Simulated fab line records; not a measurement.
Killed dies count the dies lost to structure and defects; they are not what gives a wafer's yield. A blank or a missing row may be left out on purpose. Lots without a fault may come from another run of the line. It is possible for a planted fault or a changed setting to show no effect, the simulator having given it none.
Matching of chambers | flow gf180mcu | 4 sister chambers for GF_STI_ETCH_14 on rie-si-01
The step etches Si in HBr/Cl2/O2, target depth 360 nm, time 102.9 s. 16 wafers are shown with their chamber, then 8 later ones without.

WAFERS WITH THEIR CHAMBER
wafer  | chamber | drypump-motor-current-A (A) | oes-product-au (a.u.) | chamber-pressure-mTorr (mTorr)
L295.2 | 2       | 5.1                         | 1.021                 | 15.012
L295.4 | 3       | 6.1                         | 0.996                 | 14.987
L295.5 | 0       | 5.3                         | 1.013                 | 14.990
L298.1 | 2       | 5.2                         | 1.003                 | 15.013
L298.3 | 0       | 5.3                         | 1.012                 | 14.998
L298.4 | 1       | 5.5                         | 1.011                 | 14.995
L299.3 | 1       | 5.5                         | 1.006                 | 15.003
L299.4 | 2       | 5.2                         | 1.005                 | 15.011
L299.5 | 2       | 5.1                         | 1.004                 | 15.002
L300.3 | 1       | 5.5                         | 1.008                 | 15.033
L300.6 | 1       | 5.5                         | 1.008                 | 15.001
L301.1 | 2       | 5.1                         | 1.007                 | 14.996
L301.5 | 3       | 6.1                         | 0.998                 | 15.008
L302.1 | 3       | 6.2                         | 1.005                 | 14.992
L302.6 | 1       | 5.5                         | 1.007                 | 15.000
L316.1 | 0       | 5.3                         | 1.012                 | 14.988

SIGNATURES (means of the wafers above)
reading                 | chamber 0 | chamber 1 | chamber 2 | chamber 3 | scatter within a chamber
drypump-motor-current-A | 5.300     | 5.500     | 5.140     | 6.133     | 0.0394
oes-product-au          | 1.01233   | 1.00800   | 1.00800   | 0.99967   | 0.00482
chamber-pressure-mTorr  | 14.99200  | 15.00640  | 15.00680  | 14.99567  | 0.0109
Rule: a wafer lies at a distance from a chamber equal to the root of the sum of squares, over the readings, of (its reading less the chamber's mean, divided by the reading's scatter). If the next closest chamber is less than 2 further off than the closest, the wafer can't be placed; otherwise it belongs to the closest. The scatter is the square root of a quotient: the sum, over the shown wafers, of each reading's squared deviation from its chamber's mean, divided by wafers minus chambers.

WAFERS WITH NO CHAMBER GIVEN
wafer  | drypump-motor-current-A (A) | oes-product-au (a.u.) | chamber-pressure-mTorr (mTorr)
L316.2 | 5.5                         | 1.013                 | 15.014
L316.3 | 6.1                         | 1.014                 | 14.996
L317.2 | 5.5                         | 1.006                 | 14.993
L317.3 | 5.1                         | 1.008                 | 14.997
L317.6 | 6.1                         | 1.005                 | 14.996
L318.3 | 6.1                         | 1.008                 | 15.010
L318.4 | 5.1                         | 1.007                 | 15.012
L318.5 | 5.1                         | 1.006                 | 14.999

CHAMBER TAKEN BY EACH
wafer  | from the rows above | in truth
L316.2 | 1                   | 1
L316.3 | 3                   | 3
L317.2 | 1                   | 1
L317.3 | 2                   | 2
L317.6 | 3                   | 3
L318.3 | 3                   | 3
L318.4 | 2                   | 2
L318.5 | 2                   | 2
Placed correctly: 8 of 8. Not placeable from these rows: 0. Number placed wrongly: 0.
